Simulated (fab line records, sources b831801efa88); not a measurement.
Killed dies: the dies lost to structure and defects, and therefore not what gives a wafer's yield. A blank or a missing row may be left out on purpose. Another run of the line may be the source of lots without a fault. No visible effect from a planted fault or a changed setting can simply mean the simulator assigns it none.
Chamber matching | flow gf180mcu | pecvd-03 running GF_V4_CVD_02: 3 sister chambers
The step deposits SiO2 from TEOS, target thk 850 nm, time 94.851 s. 14 wafers are shown with their chamber, then 7 later ones without.

EACH WAFER AND ITS CHAMBER
wafer  | chamber | heaterPowerW (W) | susceptorTempC (C)
L950.1 | 2       | 601              | 399.90
L950.2 | 0       | 687              | 400.31
L950.3 | 1       | 800              | 400.41
L951.1 | 0       | 756              | 399.93
L951.2 | 2       | 663              | 399.95
L951.3 | 1       | 756              | 399.54
L952.2 | 1       | 724              | 400.11
L952.4 | 2       | 579              | 399.75
L952.5 | 1       | 772              | 400.13
L954.2 | 0       | 751              | 399.99
L954.3 | 1       | 695              | 400.29
L954.6 | 0       | 766              | 400.44
L965.2 | 2       | 694              | 399.89
L965.3 | 1       | 746              | 399.96

SIGNATURES (means of the wafers above)
reading        | chamber 0 | chamber 1 | chamber 2 | scatter within a chamber
heaterPowerW   | 740.00    | 748.83    | 634.25    | 41.7
susceptorTempC | 400.1675  | 400.0733  | 399.8725  | 0.246
Rule: a wafer lies at a distance from a chamber equal to the root of the sum of squares, over the readings, of (its reading less the chamber's mean, divided by the reading's scatter). If the next closest chamber is less than 2 further off than the closest, the wafer can't be placed; otherwise it belongs to the closest. The scatter: the root of (the sum of the squares of (reading less its chamber's mean) over the shown wafers, divided by (wafers less chambers)).

WAFERS WHOSE CHAMBER IS MISSING
wafer  | heaterPowerW (W) | susceptorTempC (C)
L965.4 | 719              | 400.01
L971.2 | 601              | 400.32
L971.3 | 782              | 399.42
L971.4 | 612              | 399.86
L973.2 | 798              | 400.05
L973.4 | 717              | 400.13
L973.6 | 740              | 399.94

THE CHAMBER EACH PASSED THROUGH
wafer  | from the rows above          | in truth
L965.4 | can't be placed: 1 or 0 or 2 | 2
L971.2 | can't be placed: 2 or 0 or 1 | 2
L971.3 | can't be placed: 1 or 0 or 2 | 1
L971.4 | 2                            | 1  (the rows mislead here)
L973.2 | can't be placed: 1 or 0      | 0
L973.4 | can't be placed: 0 or 1 or 2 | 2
L973.6 | can't be placed: 1 or 0 or 2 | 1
Correct placement for 0 of the 7. Cannot be placed on the basis of these rows: 6; the candidates contain the true chamber in 6. Placed wrongly: 1.
